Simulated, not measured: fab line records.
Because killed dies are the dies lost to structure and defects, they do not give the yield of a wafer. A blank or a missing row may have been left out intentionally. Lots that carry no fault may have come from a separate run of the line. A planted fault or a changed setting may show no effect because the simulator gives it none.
Matching of chambers | flow gf180mcu | 4 sister chambers for GF_V4_CMP_04 on cmp-02
The step polishes SiO2. 4 wafers are shown with their chamber, then 7 later ones without.

== EACH WAFER AND ITS CHAMBER ==
wafer  | chamber | motor_current_A (A)
L316.5 | 1       | 13.0
L316.6 | 2       | 11.8
L317.2 | 0       | 11.2
L317.4 | 3       | 11.5

== WAFERS WITH NO CHAMBER GIVEN ==
wafer  | motor_current_A (A)
L317.6 | 11.5
L318.1 | 12.9
L318.3 | 11.1
L318.6 | 12.1
L319.4 | 12.0
L319.5 | 11.2
L319.6 | 12.5

== WHICH CHAMBER EACH ONE RAN IN ==
wafer  | from the rows above          | in truth
L317.6 | can't be placed: 3 or 0 or 2 | 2
L318.1 | 1                            | 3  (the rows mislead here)
L318.3 | can't be placed: 0 or 3      | 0
L318.6 | can't be placed: 2 or 3      | 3
L319.4 | can't be placed: 2 or 3      | 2
L319.5 | can't be placed: 0 or 3      | 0
L319.6 | can't be placed: 1 or 2      | 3
Placed correctly: 0 of 7. These rows do not allow placing 6 (true chamber among the candidates in 5). 1 placed wrongly.
How it was worked out, from the rows above alone: a wafer's distance from a chamber is the root of the sum, over the readings, of the square of ((its reading less the chamber's mean) divided by the reading's scatter). The wafer belongs to the nearest chamber; if the next one is less than 2 further off, it can't be placed. The mean given for a chamber averages the wafers shown for that chamber. The scatter: root of mean squared gap, hidden wafer to nearest shown wafer, with one shown wafer a chamber.
